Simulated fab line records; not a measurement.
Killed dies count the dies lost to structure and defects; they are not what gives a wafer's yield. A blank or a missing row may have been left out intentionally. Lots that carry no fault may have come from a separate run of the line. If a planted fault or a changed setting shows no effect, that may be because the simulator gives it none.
fab line records	flow gf180mcu
[record] lots = 24	wafers = 72	last-day = 34
route steps=602 shown POLY_GATE@171 HV_LDD@226 PSD@256 V2@403 V3@432
lots with no fault: from the same line, run without faults
start-h: start of the lot's first displayed wafer, in hours after the record's first day	wait-h: hours from the lot's prior step to this one	" as in the row above	L1.1+2: a single row standing in for several wafers	- value missing, or start not given	* or withheld: withheld	< > ~ a bound
route shown NAME@n: a module of which the file shows steps, and the number in the route of the first	usual: average and standard deviation across the fault-free wafers	same: alike in all rows	chamber/n: place in a boat	sites: each site's reading	_std_site: their standard deviation	_edge_site: inner sites' mean taken away from outer sites' mean	radius-mm: how far each site lies from the wafer's centre	mask NAME#n: copy n	behind: the last tool/chamber to shape the wafer	hold: reason for holding the lot/hours on hold/outcome of the hold	device: names the non-switching transistor (n, p or np)	end of line: the tests these same wafers got at the end of their route	step lacking rows: just its recipe	killed: count of dies lost to structure and defects at first sort (not the wafer's yield)	map: a wafer's dies, marking killed ones x, the rest . and places with no die _
set.NAME: setting as actually run; set.NAME@STEP: the setting as run at that earlier step	model.NAME: the simulator's own value behind a step, which no gauge read
one table for each step of the route and one row for each wafer, over a sample of lots
services: when a tool's chamber went out of use (start-h, in hours from the record's first day, below 0 if earlier), for how many hours, and the reason
[[steps]]
[step GF_POLY_GATE_STRIP_14]
[recipe] chemistry = O2/N2	power-w = 1400	pressure-mtorr = 1500	platen-temp-c = 250	o2-flow-sccm = 3000	n2-flow-sccm = 300	overash-fraction = 0.5
[usual] drypump-motor-current-A = 5.7/0.4	heater-power-w = 347/27	oes-product-au = 0.508/0.0047
lot.wafer	tool	chamber	start-h	wait-h	drypump-motor-current-A	heater-power-w	oes-product-au	rf-hours-counter-h
L074.1	plasma-asher-02	0	196.58	0.0	5.0	339	0.509	56
L074.4	"	1	"	"	5.9	408	0.511	-
L074.5	"	0	"	"	5.0	337	0.501	-
L075.2	plasma-asher-02	0	202.28	0.0	5.0	336	0.507	56
L075.3	"	1	"	"	5.9	390	0.509	-
L075.6	"	1	"	"	5.9	398	0.504	-
L076.1	plasma-asher-02	1	208.98	0.0	5.9	394	0.514	57
L076.3	"	1	"	"	5.9	395	0.504	-
L076.5	"	0	"	"	5.1	344	0.509	-
L077.2	plasma-asher-02	0	217.58	0.0	5.0	348	0.512	58
L077.4	"	0	"	"	5.1	336	0.510	-
L077.5	"	0	"	"	5.0	334	0.501	-
L078.2	plasma-asher-03	0	222.43	0.0	5.7	338	0.501	9
L078.3	"	1	"	"	5.7	317	0.500	-
L078.4	"	0	"	"	5.7	345	0.511	-
L079.3	plasma-asher-02	0	230.12	0.1	5.0	345	0.509	-
L079.4	"	1	"	"	5.9	400	0.512	-
L079.5	"	1	"	"	5.9	401	0.503	-
L080.1	plasma-asher-01	0	241.08	0.0	6.6	353	0.511	48
L080.5	"	1	"	"	6.3	336	0.502	-
L080.6	"	0	"	"	6.6	354	0.507	-
L081.1	plasma-asher-03	0	244.63	0.0	5.7	333	0.511	11
L081.2	"	1	"	"	5.7	318	0.512	11
L081.5	"	0	"	"	5.7	352	0.507	-
L082.2	plasma-asher-03	1	252.93	0.0	5.7	320	0.512	12
L082.3	"	0	"	"	5.7	334	0.511	-
L082.4	"	1	"	"	5.6	314	0.516	-
L083.1	plasma-asher-02	0	262.38	0.0	5.0	331	0.511	63
L083.2	"	1	"	"	5.9	407	0.516	63
L083.4	"	1	"	"	5.9	399	0.512	-
L084.1	plasma-asher-02	1	269.38	0.0	5.9	394	0.512	63
L084.2	"	0	"	"	5.0	341	0.507	63
L084.6	"	0	"	"	5.1	337	0.507	-
L085.4	plasma-asher-03	0	269.53	0.1	5.8	345	0.500	-
L085.5	"	0	"	"	5.7	342	0.505	-
L085.6	"	1	"	"	5.6	316	0.507	-
L086.1	plasma-asher-03	0	280.43	0.0	5.7	342	0.500	15
L086.3	"	1	"	"	5.6	325	0.508	-
L086.6	"	0	"	"	5.7	343	0.498	-
L087.1	plasma-asher-02	0	286.33	0.0	5.1	342	0.501	65
L087.4	"	0	"	"	5.0	346	0.508	-
L087.5	"	0	"	"	5.0	342	0.507	-
L088.2	plasma-asher-02	1	300.83	0.0	5.9	410	0.507	67
L088.3	"	1	"	"	5.9	404	0.509	-
L088.5	"	0	"	"	5.0	345	0.502	-
L089.2	plasma-asher-03	0	303.78	0.0	5.8	348	0.491	17
L089.3	"	0	"	"	5.7	337	0.514	-
L089.4	"	1	"	"	5.6	315	0.519	-
L090.1	plasma-asher-01	1	306.63	0.0	6.3	342	0.512	53
L090.2	"	0	"	"	6.6	351	0.511	53
L090.5	"	0	"	"	6.6	351	0.512	-
L091.1	plasma-asher-01	0	326.13	0.0	6.6	357	0.505	55
L091.5	"	0	"	"	6.6	350	0.511	-
L091.6	"	1	"	"	6.3	338	0.507	-
L092.1	plasma-asher-03	1	335.43	0.0	5.6	319	0.514	20
L092.2	"	0	"	"	5.7	347	0.506	20
L092.5	"	0	"	"	5.7	339	0.507	-
L093.1	plasma-asher-03	1	346.93	0.0	5.6	315	0.506	21
L093.4	"	0	"	"	5.7	335	0.506	-
L093.6	"	1	"	"	5.6	315	0.506	-
L094.1	plasma-asher-03	1	348.28	0.0	5.6	323	0.511	22
L094.2	"	0	"	"	5.7	351	0.498	22
L094.3	"	1	"	"	5.6	320	0.514	-
L095.1	plasma-asher-03	1	354.28	0.0	5.7	317	0.511	22
L095.3	"	0	"	"	5.7	347	0.509	-
L095.4	"	1	"	"	5.7	320	0.507	-
L096.1	plasma-asher-03	0	365.33	0.0	5.7	330	0.516	23
L096.2	"	1	"	"	5.6	319	0.505	23
L096.4	"	1	"	"	5.6	319	0.517	-
L097.2	plasma-asher-03	1	368.13	0.0	5.7	320	0.510	24
L097.5	"	1	"	"	5.6	314	0.502	-
L097.6	"	0	"	"	5.8	349	0.513	-
[step GF_HV_LDD_TW_MEAS_50]
[usual] HV_LDD_4_TW = 574/3.4
lot.wafer	tool	chamber	start-h	wait-h	HV_LDD_4_TW
L074.1	film-metro-03	-	274.92	0.1	575
L074.4	"	-	"	"	577
L074.5	"	-	"	"	575
L075.2	film-metro-04	-	279.08	0.1	577
L075.3	"	-	"	"	575
L075.6	"	-	"	"	579
L076.1	film-metro-03	-	283.83	0.1	574
L076.3	"	-	"	"	573
L076.5	"	-	"	"	575
L077.2	film-metro-04	-	295.38	0.1	573
L077.4	"	-	"	"	576
L077.5	"	-	"	"	575
L078.2	film-metro-01	-	300.74	0.1	576
L078.3	"	-	"	"	576
L078.4	"	-	"	"	576
L079.3	film-metro-04	-	310.09	0.1	577
L079.4	"	-	"	"	577
L079.5	"	-	"	"	574
L080.1	film-metro-03	-	323.17	0.1	574
L080.5	"	-	"	"	574
L080.6	"	-	"	"	573
L081.1	film-metro-01	-	328.07	0.1	571
L081.2	"	-	"	"	569
L081.5	"	-	"	"	571
L082.2	film-metro-03	-	335.29	0.1	574
L082.3	"	-	"	"	575
L082.4	"	-	"	"	576
L083.1	film-metro-01	-	346.72	0.1	571
L083.2	"	-	"	"	569
L083.4	"	-	"	"	570
L084.1	film-metro-01	-	354.12	0.1	571
L084.2	"	-	"	"	572
L084.6	"	-	"	"	571
L085.4	film-metro-04	-	354.41	0.1	580
L085.5	"	-	"	"	580
L085.6	"	-	"	"	574
L086.1	film-metro-03	-	369.53	0.1	573
L086.3	"	-	"	"	574
L086.6	"	-	"	"	578
L087.1	film-metro-01	-	375.27	0.1	568
L087.4	"	-	"	"	570
L087.5	"	-	"	"	568
L088.2	film-metro-03	-	393.73	0.1	575
L088.3	"	-	"	"	571
L088.5	"	-	"	"	575
L089.2	film-metro-01	-	396.94	0.1	567
L089.3	"	-	"	"	570
L089.4	"	-	"	"	573
L090.1	film-metro-01	-	398.42	0.1	571
L090.2	"	-	"	"	572
L090.5	"	-	"	"	573
L091.1	film-metro-04	-	419.27	0.1	579
L091.5	"	-	"	"	580
L091.6	"	-	"	"	580
L092.1	film-metro-03	-	429.17	0.1	573
L092.2	"	-	"	"	572
L092.5	"	-	"	"	572
L093.1	film-metro-03	-	442.53	0.1	577
L093.4	"	-	"	"	578
L093.6	"	-	"	"	576
L094.1	film-metro-01	-	443.32	0.1	568
L094.2	"	-	"	"	570
L094.3	"	-	"	"	567
L095.1	film-metro-03	-	449.17	0.1	578
L095.3	"	-	"	"	577
L095.4	"	-	"	"	574
L096.1	film-metro-03	-	462.13	0.1	574
L096.2	"	-	"	"	573
L096.4	"	-	"	"	576
L097.2	film-metro-03	-	465.78	0.1	579
L097.5	"	-	"	"	578
L097.6	"	-	"	"	575
[step GF_PSD_OVL_MEAS_08]
[usual] PSD_OVL = 0.7/1.1
lot.wafer	tool	chamber	start-h	wait-h	PSD_OVL[nm]
L074.1	overlay-02	-	318.64	0.1	0.9
L074.4	"	-	"	"	0.5
L074.5	"	-	"	"	0.5
L075.2	overlay-01	-	322.24	0.1	1.0
L075.3	"	-	"	"	0.5
L075.6	"	-	"	"	-0.2
L076.1	overlay-01	-	328.18	0.1	0.7
L076.3	"	-	"	"	-0.1
L076.5	"	-	"	"	1.1
L077.2	overlay-01	-	341.04	0.1	0.2
L077.4	"	-	"	"	-0.3
L077.5	"	-	"	"	1.8
L078.2	overlay-01	-	346.04	0.1	1.8
L078.3	"	-	"	"	0.0
L078.4	"	-	"	"	0.4
L079.3	overlay-02	-	355.95	0.1	1.5
L079.4	"	-	"	"	2.0
L079.5	"	-	"	"	1.7
L080.1	overlay-02	-	369.74	0.1	1.6
L080.5	"	-	"	"	0.8
L080.6	"	-	"	"	3.5
L081.1	overlay-01	-	374.69	0.1	1.5
L081.2	"	-	"	"	2.3
L081.5	"	-	"	"	0.1
L082.2	overlay-02	-	382.59	0.1	0.0
L082.3	"	-	"	"	0.0
L082.4	"	-	"	"	-0.1
L083.1	overlay-01	-	395.84	0.1	1.4
L083.2	"	-	"	"	1.9
L083.4	"	-	"	"	-0.5
L084.1	overlay-02	-	402.60	0.1	3.6
L084.2	"	-	"	"	4.1
L084.6	"	-	"	"	3.5
L085.4	overlay-02	-	402.85	0.1	0.1
L085.5	"	-	"	"	2.3
L085.6	"	-	"	"	0.9
L086.1	overlay-01	-	418.33	0.1	-0.5
L086.3	"	-	"	"	2.1
L086.6	"	-	"	"	1.5
L087.1	overlay-02	-	425.13	0.1	0.0
L087.4	"	-	"	"	-0.9
L087.5	"	-	"	"	-0.9
L088.2	overlay-01	-	443.99	0.1	0.9
L088.3	"	-	"	"	0.4
L088.5	"	-	"	"	1.7
L089.2	overlay-02	-	447.94	0.1	2.0
L089.3	"	-	"	"	0.1
L089.4	"	-	"	"	3.4
L090.1	overlay-02	-	450.88	0.1	0.5
L090.2	"	-	"	"	0.3
L090.5	"	-	"	"	1.2
L091.1	overlay-02	-	470.93	0.1	-0.9
L091.5	"	-	"	"	-0.3
L091.6	"	-	"	"	-1.4
L092.1	overlay-02	-	479.53	0.1	-0.2
L092.2	"	-	"	"	0.0
L092.5	"	-	"	"	-1.3
L093.1	overlay-02	-	494.58	0.1	1.3
L093.4	"	-	"	"	0.1
L093.6	"	-	"	"	0.6
L094.1	overlay-01	-	495.38	0.1	1.6
L094.2	"	-	"	"	1.2
L094.3	"	-	"	"	1.6
L095.1	overlay-01	-	500.61	0.1	0.4
L095.3	"	-	"	"	0.1
L095.4	"	-	"	"	-1.4
L096.1	overlay-02	-	513.08	0.1	1.2
L096.2	"	-	"	"	0.2
L096.4	"	-	"	"	1.2
L097.2	overlay-01	-	515.74	0.1	-2.3
L097.5	"	-	"	"	0.5
L097.6	"	-	"	"	-1.5
[step GF_PSD_TW_MEAS_11]
[usual] PSD_TW = 3216/29
lot.wafer	tool	chamber	start-h	wait-h	PSD_TW
L074.1	film-metro-02	-	318.92	0.1	3259
L074.4	"	-	"	"	3278
L074.5	"	-	"	"	3270
L075.2	film-metro-02	-	322.53	0.1	3268
L075.3	"	-	"	"	3262
L075.6	"	-	"	"	3278
L076.1	film-metro-02	-	328.47	0.1	3291
L076.3	"	-	"	"	3261
L076.5	"	-	"	"	3266
L077.2	film-metro-02	-	341.33	0.1	3257
L077.4	"	-	"	"	3241
L077.5	"	-	"	"	3258
L078.2	film-metro-01	-	346.33	0.1	3185
L078.3	"	-	"	"	3204
L078.4	"	-	"	"	3193
L079.3	film-metro-03	-	356.24	0.1	3221
L079.4	"	-	"	"	3214
L079.5	"	-	"	"	3210
L080.1	film-metro-03	-	370.04	0.1	3227
L080.5	"	-	"	"	3235
L080.6	"	-	"	"	3211
L081.1	film-metro-01	-	374.97	0.1	3180
L081.2	"	-	"	"	3196
L081.5	"	-	"	"	3182
L082.2	film-metro-01	-	382.88	0.1	3185
L082.3	"	-	"	"	3185
L082.4	"	-	"	"	3187
L083.1	film-metro-02	-	396.12	0.1	3206
L083.2	"	-	"	"	3219
L083.4	"	-	"	"	3206
L084.1	film-metro-02	-	402.89	0.1	3217
L084.2	"	-	"	"	3214
L084.6	"	-	"	"	3217
L085.4	film-metro-03	-	403.15	0.1	3223
L085.5	"	-	"	"	3240
L085.6	"	-	"	"	3242
L086.1	film-metro-02	-	418.62	0.1	3220
L086.3	"	-	"	"	3208
L086.6	"	-	"	"	3214
L087.1	film-metro-01	-	425.42	0.1	3202
L087.4	"	-	"	"	3183
L087.5	"	-	"	"	3173
L088.2	film-metro-02	-	444.28	0.1	3219
L088.3	"	-	"	"	3194
L088.5	"	-	"	"	3224
L089.2	film-metro-03	-	448.23	0.1	3242
L089.3	"	-	"	"	3219
L089.4	"	-	"	"	3230
L090.1	film-metro-02	-	451.17	0.1	3226
L090.2	"	-	"	"	3226
L090.5	"	-	"	"	3220
L091.1	film-metro-01	-	471.22	0.1	3192
L091.5	"	-	"	"	3162
L091.6	"	-	"	"	3196
L092.1	film-metro-01	-	479.82	0.1	3175
L092.2	"	-	"	"	3188
L092.5	"	-	"	"	3174
L093.1	film-metro-02	-	494.87	0.1	3182
L093.4	"	-	"	"	3195
L093.6	"	-	"	"	3200
L094.1	film-metro-02	-	495.67	0.1	3204
L094.2	"	-	"	"	3223
L094.3	"	-	"	"	3204
L095.1	film-metro-03	-	500.89	0.1	3216
L095.3	"	-	"	"	3224
L095.4	"	-	"	"	3231
L096.1	film-metro-03	-	513.37	0.1	3210
L096.2	"	-	"	"	3202
L096.4	"	-	"	"	3204
L097.2	film-metro-03	-	516.03	0.1	3189
L097.5	"	-	"	"	3187
L097.6	"	-	"	"	3199
[step GF_V2_SPUTTER_21]
[recipe] material = Ti	target-thk-nm = 15	chamber-pressure-pa = 5	power-w = 2500	substrate-temp-c = 200	time-s = 80.02
[usual] substrate-temp-c = 200.00/0.17	throttle-valve-pct = 29.7/1.4
lot.wafer	tool	chamber	start-h	wait-h	substrate-temp-c	throttle-valve-pct
L074.1	pvd-sputter-03	-	462.89	0.0	200.27	30.7
L074.4	"	-	"	"	200.29	31.7
L074.5	"	-	"	"	200.13	31.5
L075.2	pvd-sputter-03	-	469.62	0.0	200.00	31.8
L075.3	"	-	"	"	200.13	30.5
L075.6	"	-	"	"	200.01	31.7
L076.1	pvd-sputter-01	-	476.58	0.0	200.10	30.3
L076.3	"	-	"	"	200.04	30.6
L076.5	"	-	"	"	200.22	30.4
L077.2	pvd-sputter-04	-	492.42	0.0	199.97	30.3
L077.4	"	-	"	"	200.05	30.0
L077.5	"	-	"	"	200.17	29.5
L078.2	pvd-sputter-04	-	496.11	0.0	199.87	30.7
L078.3	"	-	"	"	200.07	30.2
L078.4	"	-	"	"	199.68	29.3
L079.3	pvd-sputter-04	-	510.33	0.0	200.18	29.9
L079.4	"	-	"	"	199.77	30.6
L079.5	"	-	"	"	199.96	30.4
L080.1	pvd-sputter-03	-	521.68	0.0	199.82	30.3
L080.5	"	-	"	"	200.27	27.8
L080.6	"	-	"	"	199.97	27.6
L081.1	pvd-sputter-04	-	525.73	0.0	199.87	29.4
L081.2	"	-	"	"	199.92	30.6
L081.5	"	-	"	"	199.98	30.6
L082.2	pvd-sputter-01	-	535.02	0.0	199.99	28.4
L082.3	"	-	"	"	200.23	30.2
L082.4	"	-	"	"	200.12	30.3
L083.1	pvd-sputter-03	-	546.83	0.0	199.66	27.6
L083.2	"	-	"	"	200.30	28.0
L083.4	"	-	"	"	199.97	31.9
L084.1	pvd-sputter-04	-	552.13	0.0	199.88	29.8
L084.2	"	-	"	"	200.23	30.5
L084.6	"	-	"	"	200.22	29.5
L085.4	pvd-sputter-03	-	553.59	0.0	199.69	30.5
L085.5	"	-	"	"	200.25	27.5
L085.6	"	-	"	"	200.12	28.0
L086.1	pvd-sputter-03	-	568.26	0.0	200.10	27.4
L086.3	"	-	"	"	199.85	27.6
L086.6	"	-	"	"	200.06	31.7
L087.1	pvd-sputter-01	-	576.02	0.0	200.22	30.6
L087.4	"	-	"	"	199.99	30.6
L087.5	"	-	"	"	200.21	30.1
L088.2	pvd-sputter-01	-	592.59	0.0	200.39	28.5
L088.3	"	-	"	"	199.89	31.4
L088.5	"	-	"	"	200.35	28.0
L089.2	pvd-sputter-03	-	594.89	0.0	200.16	28.0
L089.3	"	-	"	"	199.80	30.4
L089.4	"	-	"	"	200.22	31.9
L090.1	pvd-sputter-03	-	596.43	0.0	199.87	30.4
L090.2	"	-	"	"	200.02	32.1
L090.5	"	-	"	"	200.08	27.9
L091.1	pvd-sputter-01	-	614.99	0.0	200.17	30.4
L091.5	"	-	"	"	199.92	30.2
L091.6	"	-	"	"	200.05	28.5
L092.1	pvd-sputter-03	-	621.86	0.0	199.92	30.4
L092.2	"	-	"	"	199.78	31.9
L092.5	"	-	"	"	199.98	30.4
L093.1	pvd-sputter-01	-	635.74	0.0	199.95	31.1
L093.4	"	-	"	"	200.04	30.4
L093.6	"	-	"	"	200.17	30.4
L094.1	pvd-sputter-03	-	636.53	0.0	200.15	27.6
L094.2	"	-	"	"	199.94	27.8
L094.3	"	-	"	"	199.87	30.4
L095.1	pvd-sputter-01	-	640.63	0.0	200.00	30.2
L095.3	"	-	"	"	200.30	30.3
L095.4	"	-	"	"	199.97	31.0
L096.1	pvd-sputter-03	-	651.40	0.0	200.03	27.7
L096.2	"	-	"	"	199.71	30.8
L096.4	"	-	"	"	200.04	32.0
L097.2	pvd-sputter-03	-	653.00	0.0	200.11	30.6
L097.5	"	-	"	"	200.08	31.8
L097.6	"	-	"	"	200.03	27.6
[step GF_V3_THK_MEAS_03]
[recipe] reads = SiO2_of_V3_CVD_02
[usual] V3_CVD_02_THK = 851/11
lot.wafer	tool	chamber	start-h	wait-h	V3_CVD_02_THK[nm]
L074.1	film-metro-02	-	488.77	0.0	833
L074.4	"	-	"	"	844
L074.5	"	-	"	"	851
L075.2	film-metro-04	-	495.69	0.0	851
L075.3	"	-	"	"	841
L075.6	"	-	"	"	866
L076.1	film-metro-03	-	502.58	0.0	840
L076.3	"	-	"	"	832
L076.5	"	-	"	"	853
L077.2	film-metro-03	-	517.79	0.0	829
L077.4	"	-	"	"	844
L077.5	"	-	"	"	849
L078.2	film-metro-03	-	521.52	0.0	847
L078.3	"	-	"	"	849
L078.4	"	-	"	"	862
L079.3	film-metro-02	-	535.24	0.1	837
L079.4	"	-	"	"	860
L079.5	"	-	"	"	868
L080.1	film-metro-03	-	546.39	0.0	853
L080.5	"	-	"	"	858
L080.6	"	-	"	"	850
L081.1	film-metro-04	-	549.97	0.0	849
L081.2	"	-	"	"	841
L081.5	"	-	"	"	872
L082.2	film-metro-03	-	559.19	0.1	847
L082.3	"	-	"	"	852
L082.4	"	-	"	"	855
L083.1	film-metro-03	-	570.88	0.0	830
L083.2	"	-	"	"	843
L083.4	"	-	"	"	849
L084.1	film-metro-02	-	576.01	0.0	843
L084.2	"	-	"	"	837
L084.6	"	-	"	"	855
L085.4	film-metro-02	-	577.75	0.0	862
L085.5	"	-	"	"	868
L085.6	"	-	"	"	856
L086.1	film-metro-03	-	592.22	0.0	843
L086.3	"	-	"	"	843
L086.6	"	-	"	"	855
L087.1	film-metro-04	-	599.43	0.0	854
L087.4	"	-	"	"	877
L087.5	"	-	"	"	862
L088.2	film-metro-03	-	615.88	0.0	848
L088.3	"	-	"	"	845
L088.5	"	-	"	"	861
L089.2	film-metro-04	-	617.37	0.0	847
L089.3	"	-	"	"	824
L089.4	"	-	"	"	856
L090.1	film-metro-04	-	618.31	0.0	870
L090.2	"	-	"	"	855
L090.5	"	-	"	"	866
L091.1	film-metro-04	-	637.28	0.0	843
L091.5	"	-	"	"	852
L091.6	"	-	"	"	873
L092.1	film-metro-02	-	644.28	0.0	852
L092.2	"	-	"	"	846
L092.5	"	-	"	"	864
L093.1	film-metro-04	-	656.59	0.0	852
L093.4	"	-	"	"	864
L093.6	"	-	"	"	863
L094.1	film-metro-02	-	657.56	0.0	845
L094.2	"	-	"	"	837
L094.3	"	-	"	"	848
L095.1	film-metro-04	-	662.18	0.0	852
L095.3	"	-	"	"	863
L095.4	"	-	"	"	863
L096.1	film-metro-02	-	672.27	0.0	851
L096.2	"	-	"	"	846
L096.4	"	-	"	"	856
L097.2	film-metro-02	-	674.28	0.0	873
L097.5	"	-	"	"	866
L097.6	"	-	"	"	872
[[services]]
tool	chamber	start-h	hours	kind
pvd-sputter-01	-	195.65	4.4	repair
pvd-sputter-04	-	210.99	3.4	repair
pvd-sputter-04	-	211.78	2.6	repair
pvd-sputter-01	-	235.20	3.4	repair
plasma-asher-01	-	250.46	2.8	pm
pvd-sputter-01	-	267.74	105.6	repair
plasma-asher-01	-	281.07	15.6	pm
plasma-asher-03	-	281.59	3.2	repair
pvd-sputter-04	-	283.28	0.6	repair
pvd-sputter-03	-	314.63	0.5	repair
pvd-sputter-01	-	391.49	14.6	repair
plasma-asher-03	-	398.71	2.3	repair
pvd-sputter-01	-	418.78	4.6	repair
plasma-asher-02	-	421.25	9.0	pm
pvd-sputter-03	-	443.32	2.5	repair
pvd-sputter-01	-	446.97	2.8	repair
pvd-sputter-03	-	523.74	8.0	repair
plasma-asher-03	-	532.27	3.9	repair
pvd-sputter-04	-	596.07	2.4	repair
pvd-sputter-01	-	603.84	2.5	repair
plasma-asher-03	-	613.06	53.1	pm
pvd-sputter-01	-	629.59	5.7	repair
pvd-sputter-03	-	633.66	1.8	repair
pvd-sputter-01	-	644.40	3.5	repair
[[key]]
fault none
